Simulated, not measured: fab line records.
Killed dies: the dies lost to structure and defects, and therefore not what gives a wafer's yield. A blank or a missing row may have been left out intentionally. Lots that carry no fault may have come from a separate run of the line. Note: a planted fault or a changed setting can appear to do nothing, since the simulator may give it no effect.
Which tool is to blame? / flow gf180mcu / 6 lots, 18 wafers sampled, at 3 steps of a route of 602

== WHAT THE GAUGES READ, wafer by wafer ==
GF_VT_IMPLANT_OVL_MEAS_40.
lot=L331; measured=day 7 14:08; on=overlay-01; VT_IMPLANT_03_OVL (nm)=-2.2 -1.4 -0.8
lot=L334; measured=day 10 07:35; on=overlay-01; VT_IMPLANT_03_OVL (nm)=-0.5 0.5 0.6
lot=L336; measured=day 10 13:10; on=overlay-02; VT_IMPLANT_03_OVL (nm)=-2.7 -3.1 -0.4
lot=L337; measured=day 10 15:16; on=overlay-02; VT_IMPLANT_03_OVL (nm)=-2.0 -3.0 -2.3
lot=L340; measured=day 10 17:40; on=overlay-01; VT_IMPLANT_03_OVL (nm)=-0.8 0.7 -0.9
lot=L342; measured=day 11 14:33; on=overlay-02; VT_IMPLANT_03_OVL (nm)=1.5 2.3 -0.8

== WHICH TOOL RAN EACH LOT (tool, then ch and the chambers of the sampled wafers, then the start) ==
lot=L331; GF_DNWELL_STRIP_08=plasmaAsher-04 ch 0,1, day 3 10:38; GF_VT_IMPLANT_SOFTBAKE_36=lithoTrack-02 ch 0, day 7 06:14
lot=L334; GF_DNWELL_STRIP_08=plasmaAsher-02 ch 0, day 4 22:44; GF_VT_IMPLANT_SOFTBAKE_36=lithoTrack-02 ch 0, day 9 22:38
lot=L336; GF_DNWELL_STRIP_08=plasmaAsher-03 ch 0,1, day 5 02:41; GF_VT_IMPLANT_SOFTBAKE_36=lithoTrack-02 ch 0, day 10 03:24
lot=L337; GF_DNWELL_STRIP_08=plasmaAsher-03 ch 0,1, day 5 03:14; GF_VT_IMPLANT_SOFTBAKE_36=lithoTrack-04 ch 0, day 10 06:14
lot=L340; GF_DNWELL_STRIP_08=plasmaAsher-04 ch 0, day 5 06:50; GF_VT_IMPLANT_SOFTBAKE_36=lithoTrack-01 ch 0, day 10 08:30
lot=L342; GF_DNWELL_STRIP_08=plasmaAsher-03 ch 0,1, day 6 00:23; GF_VT_IMPLANT_SOFTBAKE_36=lithoTrack-04 ch 0, day 11 04:44
- GF_DNWELL_STRIP_08: strips in O2/N2.
- GF_VT_IMPLANT_SOFTBAKE_36: time 60 s.

== THE ANSWER, worked out from the rows above alone ==
Rule: what is usual is taken from the lots themselves. Put in order of their means at a reading, lots are off if they are a third of the lots or fewer, leave a main group of 4 or more, and stand apart from it by a gap of 3 or more times the standard deviation of the main group's means; of several such gaps the widest counts. The tables above print the reading to a certain number of digits; a main group whose means all agree to those digits is not used. A lot without any number at a reading at which 4 lots or more have one is off too. Any other lot the step has rows for is counted as sound.
Across all readings shown, no lot is off: no conclusion can be drawn from this.

== WHAT THE SIMULATOR HAD INSERTED ==
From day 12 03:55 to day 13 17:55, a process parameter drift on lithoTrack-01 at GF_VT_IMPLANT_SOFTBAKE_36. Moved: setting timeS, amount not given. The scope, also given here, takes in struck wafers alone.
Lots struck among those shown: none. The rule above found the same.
